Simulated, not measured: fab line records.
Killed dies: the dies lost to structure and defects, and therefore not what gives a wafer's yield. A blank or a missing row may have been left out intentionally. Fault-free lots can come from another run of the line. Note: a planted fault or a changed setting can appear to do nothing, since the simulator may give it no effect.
fab line records	flow sky130
record lots=6	wafers=18	last_day=50
route steps=708 shown LDD_HVN@274 LDD_HVP@278 PAD_OPEN@708
lots that met no fault: from a run of the same line without faults
start_h: the number of hours between the record's first day and the start of the first shown wafer of the lot	wait_h: hours since the lot's step before	" same as the row above	L1.1+2: a single row standing in for several wafers	- no value present, or no start provided	* or withheld: withheld	< > ~ a bound
route shown NAME@n: a module of which the file shows steps, and the number in the route of the first	usual: the fault-free wafers' mean and standard deviation	same: alike in all rows	chamber/n: place in a boat	sites: readings site by site	_std_site: the values' standard deviation	_edge_site: inner sites' mean taken away from outer sites' mean	radius_mm: for every site, how far away it sits from the centre of the wafer	mask NAME#n: copy n	behind: the last tool/chamber to shape the wafer	hold: what put the lot on hold/how long, in hours/how the hold closed	device: the transistor (n, p or np) that didn't switch	end of line: tests of these same wafers at the route's end	for a step that has no rows: nothing shown but its recipe	killed: not the wafer's yield, but the dies lost to structure and defects at the first sort	map: a wafer's dies, x killed, . not, _ none there
set.NAME: the setting the step ran with; set.NAME@STEP: the setting that earlier step ran with	model.NAME: the simulator's own value behind a step, which no gauge read
lots at some steps of the route; a table a step, a row a wafer
services: the hour from which a tool's chamber was out of use, counted from the record's first day as start_h (under 0 if before that day), plus the number of hours and why
## steps
# step SKY_LDD_HVN_OVL_MEAS_07
# usual LDD_HVN_OVL=0.4/1.5
lot.wafer	tool	chamber	start_h	wait_h	LDD_HVN_OVL[nm]
L680.1	overlay-02	-	516.58	0.1	0.2
L680.2	"	-	"	"	-1.6
L680.5	"	-	"	"	-1.4
L684.1	overlay-02	-	542.18	0.1	-0.8
L684.4	"	-	"	"	-1.1
L684.6	"	-	"	"	-0.6
L685.1	overlay-02	-	545.92	0.1	-2.6
L685.4	"	-	"	"	-0.8
L685.6	"	-	"	"	-0.7
L691.3	overlay-01	-	601.38	0.1	1.6
L691.4	"	-	"	"	2.7
L691.6	"	-	"	"	0.0
L693.2	overlay-02	-	619.58	0.1	0.8
L693.3	"	-	"	"	0.6
L693.6	"	-	"	"	1.8
L696.2	overlay-01	-	643.73	0.1	-0.4
L696.4	"	-	"	"	0.4
L696.5	"	-	"	"	-1.9
# step SKY_LDD_HVN_IMPLANT_08
# recipe species=P	energy_kev=60	dose_cm2=3e+13	tilt_deg=40
# step SKY_LDD_HVN_STRIP_09
# recipe chemistry=O2/N2	power_w=1400	pressure_mtorr=1500	platen_temp_c=withheld	o2_flow_sccm=3000	n2_flow_sccm=300	overash_fraction=0.5
# usual drypump_motor_current_A=5.92/0.28	oes_product_au=0.408/0.0049	strip_time_to_endpoint_s=4.124/0.014
# same overash_fraction=0.5
lot.wafer	tool	chamber	start_h	wait_h	drypump_motor_current_A	oes_product_au	rf_hours_counter_h	strip_time_to_endpoint_s
L680.1	plasma_asher-03	0	516.76	0.1	6.15	0.407	8	4.129
L680.2	"	1	"	"	5.52	0.412	8	4.115
L680.5	"	1	"	"	5.54	0.403	-	4.121
L684.1	plasma_asher-04	1	542.36	0.1	5.65	0.411	43	4.117
L684.4	"	0	"	"	6.09	0.408	-	4.126
L684.6	"	0	"	"	6.10	0.407	-	4.127
L685.1	plasma_asher-04	0	546.11	0.1	6.08	0.402	43	4.123
L685.4	"	0	"	"	6.08	0.408	-	4.159
L685.6	"	0	"	"	6.09	0.409	-	4.124
L691.3	plasma_asher-04	0	601.59	0.1	6.06	0.413	-	4.103
L691.4	"	1	"	"	5.65	0.406	-	4.109
L691.6	"	1	"	"	5.65	0.413	-	4.123
L693.2	plasma_asher-04	1	619.76	0.1	5.65	0.415	50	4.115
L693.3	"	1	"	"	5.66	0.405	-	4.116
L693.6	"	0	"	"	6.11	0.410	-	4.118
L696.2	plasma_asher-03	1	643.91	0.1	5.49	0.409	21	4.130
L696.4	"	1	"	"	5.49	0.399	-	4.128
L696.5	"	0	"	"	6.14	0.407	-	4.142
# step SKY_LDD_HVN_TW_MEAS_10
# usual LDD_HVN_TW=1439/15
lot.wafer	tool	chamber	start_h	wait_h	LDD_HVN_TW
L680.1	film_metro-02	-	516.86	0.1	1417
L680.2	"	-	"	"	1431
L680.5	"	-	"	"	1426
L684.1	film_metro-03	-	542.46	0.1	1455
L684.4	"	-	"	"	1452
L684.6	"	-	"	"	1460
L685.1	film_metro-02	-	546.21	0.1	1414
L685.4	"	-	"	"	1409
L685.6	"	-	"	"	1415
L691.3	film_metro-03	-	601.68	0.1	1452
L691.4	"	-	"	"	1454
L691.6	"	-	"	"	1453
L693.2	film_metro-04	-	619.87	0.1	1460
L693.3	"	-	"	"	1454
L693.6	"	-	"	"	1454
L696.2	film_metro-03	-	644.02	0.1	1446
L696.4	"	-	"	"	1447
L696.5	"	-	"	"	1461
# step SKY_LDD_HVP_DEHYDRATE_00
# recipe temp_c=200	time_s=60
# step SKY_LDD_HVP_HMDS_01
# recipe prime_time_s=60	prime_temp_c=120
# step SKY_LDD_HVP_COAT_02
# recipe resist=NOVOLAK	spin_rpm=3000	resist_thk_nm=300
# step SKY_LDD_HVP_SOFTBAKE_03
# recipe temp_c=90	time_s=60	resist=NOVOLAK
# step SKY_LDD_HVP_EXPOSE_04
# recipe mask_id=HVPTM	na=0.6	source_shape=conventional	sigma_outer=0.6	polarization=unpolarized	target_cd_nm=700	dose_mj=86
# step SKY_LDD_HVP_PEB_05
# recipe temp_c=withheld	time_s=*	resist=NOVOLAK
# step SKY_LDD_HVP_DEVELOP_06
# recipe resist=NOVOLAK	developer=TMAH	develop_time_s=60	dev_temp_c=23
# step SKY_LDD_HVP_OVL_MEAS_07
# usual LDD_HVP_OVL=-1.3/1.6
lot.wafer	tool	chamber	start_h	wait_h	LDD_HVP_OVL[nm]
L680.1	overlay-01	-	546.01	0.1	1.2
L680.2	"	-	"	"	2.7
L680.5	"	-	"	"	3.1
L684.1	overlay-01	-	572.24	0.1	-0.3
L684.4	"	-	"	"	-2.1
L684.6	"	-	"	"	-2.9
L685.1	overlay-02	-	575.68	0.1	-3.4
L685.4	"	-	"	"	-1.8
L685.6	"	-	"	"	-0.6
L691.3	overlay-02	-	630.62	0.1	-3.7
L691.4	"	-	"	"	-2.9
L691.6	"	-	"	"	-1.3
L693.2	overlay-01	-	648.04	0.1	-1.9
L693.3	"	-	"	"	1.2
L693.6	"	-	"	"	1.5
L696.2	overlay-02	-	672.51	0.1	-1.3
L696.4	"	-	"	"	0.0
L696.5	"	-	"	"	-1.0
# step SKY_LDD_HVP_IMPLANT_08
# recipe species=B	energy_kev=20	dose_cm2=1.7e+13	tilt_deg=17.9
# usual end_station_pressure_torr=5.11e-06/2.9e-07	tilt_deg=17.900/0.02
lot.wafer	tool	chamber	start_h	wait_h	end_station_pressure_torr	tilt_deg
L680.1	implanter-02	0	546.04	0.0	4.84e-06	17.915
L680.2	"	0	"	"	4.99e-06	17.913
L680.5	"	0	"	"	5.5e-06	17.926
L684.1	implanter-02	0	572.27	0.0	4.65e-06	0.010
L684.4	"	0	"	"	5.47e-06	0.019
L684.6	"	0	"	"	5.52e-06	-0.004
L685.1	implanter-02	0	575.71	0.0	5.09e-06	0.008
L685.4	"	0	"	"	5.65e-06	-0.016
L685.6	"	0	"	"	4.96e-06	-0.006
L691.3	implanter-03	0	630.69	0.1	5e-06	17.900
L691.4	"	0	"	"	4.8e-06	17.894
L691.6	"	0	"	"	5.18e-06	17.894
L693.2	implanter-04	0	648.10	0.0	5.23e-06	17.925
L693.3	"	0	"	"	5.06e-06	17.914
L693.6	"	0	"	"	5.61e-06	17.940
L696.2	implanter-02	0	672.57	0.0	4.94e-06	17.896
L696.4	"	0	"	"	5.23e-06	17.905
L696.5	"	0	"	"	5.74e-06	17.882
# step SKY_LDD_HVP_STRIP_09
# recipe chemistry=O2/N2	power_w=1400	pressure_mtorr=1500	platen_temp_c=withheld	o2_flow_sccm=3000	n2_flow_sccm=300	overash_fraction=0.5
# usual drypump_motor_current_A=6.08/0.22	oes_product_au=0.408/0.0047	strip_time_to_endpoint_s=4.131/0.014
# same overash_fraction=0.5
lot.wafer	tool	chamber	start_h	wait_h	drypump_motor_current_A	oes_product_au	rf_hours_counter_h	strip_time_to_endpoint_s
L680.1	plasma_asher-03	0	546.19	0.1	6.14	0.399	11	4.127
L680.2	"	1	"	"	5.49	0.401	11	4.131
L680.5	"	0	"	"	6.20	0.412	-	4.136
L684.1	plasma_asher-02	0	572.42	0.1	5.97	0.412	90	4.132
L684.4	"	0	"	"	6.01	0.413	-	4.134
L684.6	"	0	"	"	5.98	0.408	-	4.107
L685.1	plasma_asher-01	0	575.86	0.1	6.18	0.404	72	4.102
L685.4	"	1	"	"	6.23	0.403	-	4.115
L685.6	"	0	"	"	6.11	0.406	-	4.126
L691.3	plasma_asher-01	1	630.83	0.1	6.27	0.405	-	4.120
L691.4	"	0	"	"	6.20	0.411	-	4.135
L691.6	"	1	"	"	6.23	0.407	-	4.136
L693.2	plasma_asher-01	0	648.22	0.1	6.12	0.413	80	4.126
L693.3	"	0	"	"	6.14	0.409	-	4.126
L693.6	"	0	"	"	6.15	0.415	-	4.132
L696.2	plasma_asher-02	1	672.69	0.1	6.25	0.413	100	4.154
L696.4	"	1	"	"	6.26	0.414	-	4.129
L696.5	"	1	"	"	6.24	0.407	-	4.129
# step SKY_LDD_HVP_TW_MEAS_10
# usual LDD_HVP_TW=458/3.9
lot.wafer	tool	chamber	start_h	wait_h	hold	LDD_HVP_TW
L680.1	film_metro-01	-	546.29	0.1	-	454
L680.2	"	-	"	"	-	454
L680.5	"	-	"	"	-	454
L684.1	film_metro-03	-	572.52	0.1	await_dispo/0.2h/release	413
L684.4	"	-	"	"	await_dispo/0.2h/release	411
L684.6	"	-	"	"	await_dispo/0.2h/release	410
L684.1	film_metro-03	-	572.75	0.2	-	412
L684.4	"	-	"	"	-	412
L684.6	"	-	"	"	-	411
L685.1	film_metro-03	-	575.96	0.1	await_dispo/0.2h/release	414
L685.4	"	-	"	"	await_dispo/0.2h/release	413
L685.6	"	-	"	"	await_dispo/0.2h/release	414
L685.1	film_metro-03	-	576.19	0.2	-	410
L685.4	"	-	"	"	-	411
L685.6	"	-	"	"	-	414
L691.3	film_metro-01	-	630.91	0.1	-	451
L691.4	"	-	"	"	-	450
L691.6	"	-	"	"	-	450
L693.2	film_metro-03	-	648.33	0.1	-	462
L693.3	"	-	"	"	-	464
L693.6	"	-	"	"	-	460
L696.2	film_metro-01	-	672.80	0.1	-	454
L696.4	"	-	"	"	-	454
L696.5	"	-	"	"	-	453
# step SKY_PAD_OPEN_PROBE_99
# usual killed_at_M0_to_M3=42/6.1	killed_at_M4_up=3.1/1.7	killed_at_contacts=24/5.5	killed_at_front_end=16/4.1	killed_at_other=0.3/0.57	killed_dies=86/8.2	killed_open=47/6.8	killed_short=38/5.8
# same gross_dies=492	killed_at_back_side=0
lot.wafer	tool	chamber	start_h	wait_h	killed_at_M0_to_M3	killed_at_M4_up	killed_at_contacts	killed_at_front_end	killed_at_other	killed_dies	killed_open	killed_short	model.etest.tip_p_5v.rs_ohm_sq	model.etest.pfet_g5v0d10v5.drive_ua_um
L680.1	prober-01	-	1112.01	0.1	31	3	31	18	0	83	49	34	2858	335.9
L680.2	prober-01	-	1112.06	0.1	49	4	23	12	0	88	43	45	2855	341.7
L680.5	prober-01	-	1112.21	0.2	33	3	23	15	0	74	42	32	2872	341.6
L684.1	prober-01	-	1127.99	0.1	49	5	39	7	0	100	61	37	2672	342.1
L684.4	prober-01	-	1128.14	0.2	32	3	25	22	0	82	39	43	2671	349.6
L684.6	prober-01	-	1128.24	0.2	42	1	23	12	1	79	39	37	2676	343.8
L685.1	prober-02	-	1129.69	0.1	46	5	15	18	0	84	51	33	2700	348.6
L685.4	prober-02	-	1129.84	0.2	60	2	21	16	0	99	61	38	2694	348.6
L685.6	prober-02	-	1129.94	0.2	42	3	16	20	1	82	36	46	2714	350.8
L691.3	prober-02	-	1164.93	0.2	39	6	21	19	0	85	51	34	2868	342.2
L691.4	prober-02	-	1164.98	0.2	49	4	25	18	1	97	61	35	2868	337.4
L691.6	prober-02	-	1165.08	0.2	29	2	28	17	0	76	41	34	2865	343.7
L693.2	prober-02	-	1176.54	0.1	44	1	28	13	0	86	48	38	2850	339.4
L693.3	prober-02	-	1176.59	0.2	49	5	26	13	0	93	43	49	2864	335.9
L693.6	prober-02	-	1176.74	0.2	40	2	16	20	0	78	40	38	2860	338.5
L696.2	prober-01	-	1189.95	0.1	40	3	18	11	1	73	36	37	2912	343.9
L696.4	prober-01	-	1190.05	0.2	40	2	25	16	0	83	45	37	2910	339.8
L696.5	prober-01	-	1190.10	0.2	46	1	22	27	0	96	45	51	2918	345.4
# killed by level:class
L680.1 CONTACT:geometric_particle:open=13 VIA1:geometric_particle:open=10 LI_CONTACT:geometric_particle:open=9 POLY_GATE:geometric_particle:open=5 LOCAL_INTERCONNECT:geometric_particle:short=5 FIELD_ISO:geometric_particle:short=4 METAL2:geometric_particle:short=4 VIA1:geometric_particle:short=4
L680.2 VIA1:geometric_particle:open=10 VIA1:geometric_particle:short=9 CONTACT:geometric_particle:open=8 METAL1:geometric_particle:short=7 LI_CONTACT:geometric_particle:open=6 VIA3:geometric_particle:open=6 LOCAL_INTERCONNECT:geometric_particle:short=5 METAL3:geometric_particle:short=4
L680.5 VIA1:geometric_particle:open=12 CONTACT:geometric_particle:open=8 FIELD_ISO:geometric_particle:short=6 METAL1:geometric_particle:short=5 VIA3:geometric_particle:open=5 FIELD_ISO:geometric_particle:open=4 CONTACT:geometric_particle:short=4 VIA1:geometric_particle:short=4
L684.1 CONTACT:geometric_particle:open=20 VIA1:geometric_particle:open=9 VIA2:geometric_particle:open=8 LI_CONTACT:geometric_particle:open=7 CONTACT:geometric_particle:short=7 METAL1:geometric_particle:short=6 METAL2:geometric_particle:short=6 VIA3:geometric_particle:open=6
L684.4 VIA1:geometric_particle:open=8 FIELD_ISO:geometric_particle:open=7 POLY_GATE:geometric_particle:short=7 CONTACT:geometric_particle:open=7 LI_CONTACT:geometric_particle:open=6 FIELD_ISO:geometric_particle:short=5 LOCAL_INTERCONNECT:geometric_particle:short=5 CONTACT:geometric_particle:short=5
L684.6 VIA3:geometric_particle:short=8 CONTACT:geometric_particle:open=7 VIA1:geometric_particle:open=7 METAL2:geometric_particle:short=6 POLY_GATE:geometric_particle:open=5 METAL1:geometric_particle:short=5 VIA3:geometric_particle:open=5 FIELD_ISO:geometric_particle:open=4
L685.1 VIA2:geometric_particle:open=10 VIA1:geometric_particle:open=7 VIA3:geometric_particle:open=6 VIA1:geometric_particle:short=6 POLY_GATE:geometric_particle:open=5 LI_CONTACT:geometric_particle:open=5 METAL1:geometric_particle:short=4 CONTACT:geometric_particle:open=4
L685.4 VIA3:geometric_particle:open=13 VIA1:geometric_particle:open=12 VIA2:geometric_particle:open=9 LI_CONTACT:geometric_particle:open=8 METAL2:geometric_particle:short=7 METAL1:geometric_particle:short=5 VIA2:geometric_particle:short=5 POLY_GATE:geometric_particle:open=4
L685.6 VIA1:geometric_particle:open=10 SPACER:geometric_particle:short=7 CONTACT:geometric_particle:short=6 LI_CONTACT:geometric_particle:open=5 VIA1:geometric_particle:short=5 VIA2:geometric_particle:open=5 METAL2:geometric_particle:short=5 VIA3:geometric_particle:open=5
L691.3 VIA1:geometric_particle:open=15 LI_CONTACT:geometric_particle:open=7 CONTACT:geometric_particle:open=6 VIA3:geometric_particle:open=6 LOCAL_INTERCONNECT:geometric_particle:short=5 VIA1:geometric_particle:short=5 VIA2:geometric_particle:open=5 METAL4:geometric_particle:short=5
L691.4 VIA1:geometric_particle:open=22 CONTACT:geometric_particle:open=11 FIELD_ISO:geometric_particle:short=7 LOCAL_INTERCONNECT:geometric_particle:short=5 VIA3:geometric_particle:open=5 VIA2:geometric_particle:open=5 CONTACT:geometric_particle:short=4 FIELD_ISO:geometric_particle:open=3
L691.6 LI_CONTACT:geometric_particle:open=8 CONTACT:geometric_particle:open=7 VIA1:geometric_particle:open=6 LOCAL_INTERCONNECT:geometric_particle:short=5 POLY_GATE:geometric_particle:short=4 POLY_GATE:geometric_particle:open=4 METAL2:geometric_particle:short=4 VIA2:geometric_particle:short=4
L693.2 VIA2:geometric_particle:open=12 LI_CONTACT:geometric_particle:open=10 VIA1:geometric_particle:open=10 LI_CONTACT:geometric_particle:short=6 CONTACT:geometric_particle:short=6 VIA1:geometric_particle:short=5 VIA3:geometric_particle:open=5 FIELD_ISO:geometric_particle:short=4
L693.3 VIA1:geometric_particle:open=9 METAL1:geometric_particle:short=8 CONTACT:geometric_particle:short=8 VIA2:geometric_particle:open=8 VIA3:geometric_particle:open=7 LI_CONTACT:geometric_particle:open=6 CONTACT:geometric_particle:open=6 FIELD_ISO:geometric_particle:short=4
L693.6 CONTACT:geometric_particle:open=8 METAL2:geometric_particle:short=6 VIA3:geometric_particle:open=5 VIA2:geometric_particle:open=5 FIELD_ISO:geometric_particle:short=4 VIA1:geometric_particle:open=4 POLY_GATE:geometric_particle:open=4 LI_CONTACT:geometric_particle:open=4
L696.2 METAL1:geometric_particle:short=10 LI_CONTACT:geometric_particle:open=7 VIA1:geometric_particle:open=6 VIA2:geometric_particle:open=6 VIA3:geometric_particle:open=5 CONTACT:geometric_particle:short=4 CONTACT:geometric_particle:open=4 FIELD_ISO:geometric_particle:short=3
L696.4 VIA1:geometric_particle:open=10 LI_CONTACT:geometric_particle:open=9 FIELD_ISO:geometric_particle:short=7 CONTACT:geometric_particle:open=7 VIA2:geometric_particle:open=7 CONTACT:geometric_particle:short=5 VIA2:geometric_particle:short=5 VIA3:geometric_particle:open=5
L696.5 POLY_GATE:geometric_particle:short=10 VIA3:geometric_particle:open=9 FIELD_ISO:geometric_particle:short=8 METAL2:geometric_particle:short=8 LI_CONTACT:geometric_particle:open=7 VIA1:geometric_particle:open=7 LOCAL_INTERCONNECT:geometric_particle:short=5 CONTACT:geometric_particle:open=5
## services
tool	chamber	start_h	hours	kind
plasma_asher-02	-	506.91	13.5	repair
plasma_asher-01	-	507.33	1.5	repair
plasma_asher-03	-	510.19	4.3	repair
plasma_asher-04	-	574.13	7.3	pm
plasma_asher-02	-	583.73	2.8	pm
implanter-04	-	591.47	3.6	repair
implanter-04	-	596.38	0.8	repair
implanter-02	-	622.43	4.0	pm
implanter-02	-	643.50	1.8	repair
## key
first_sign step=SKY_LDD_HVP_IMPLANT_08	reading=tilt_deg	direction=down	sigmas=99+	usual=*	struck=*
effect step=SKY_LDD_HVP_TW_MEAS_10	reading=visit	direction=added
effect step=SKY_LDD_HVP_TW_MEAS_10	reading=LDD_HVP_TW	direction=down	sigmas=12	usual=458	struck=413
model_effect step=SKY_PAD_OPEN_PROBE_99	value=etest.tip_p_5v.rs_ohm_sq	without=2863	struck=2688
met_at SKY_LDD_HVP_IMPLANT_08
struck_wafers L684.1,L684.4,L684.6,L685.1,L685.4,L685.6
tester_left_out L684,L685
onset_between 546.04 572.27
fault kind=process_parameter_drift	tool=implanter-02	chamber=-	onset_h=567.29	steps=SKY_LDD_HVP_IMPLANT_08	channel=tilt_deg	offset=*	shape=step	end_h=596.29	acts_in=*	stated=*
# tester_left_out: of these lots the tester's yield and bins aren't shown, on N5 and GAA mostly nor the transistor test; their killed dies are dies lost to structure and defects alone, not to doping, threshold or leakage, so they don't give the yield
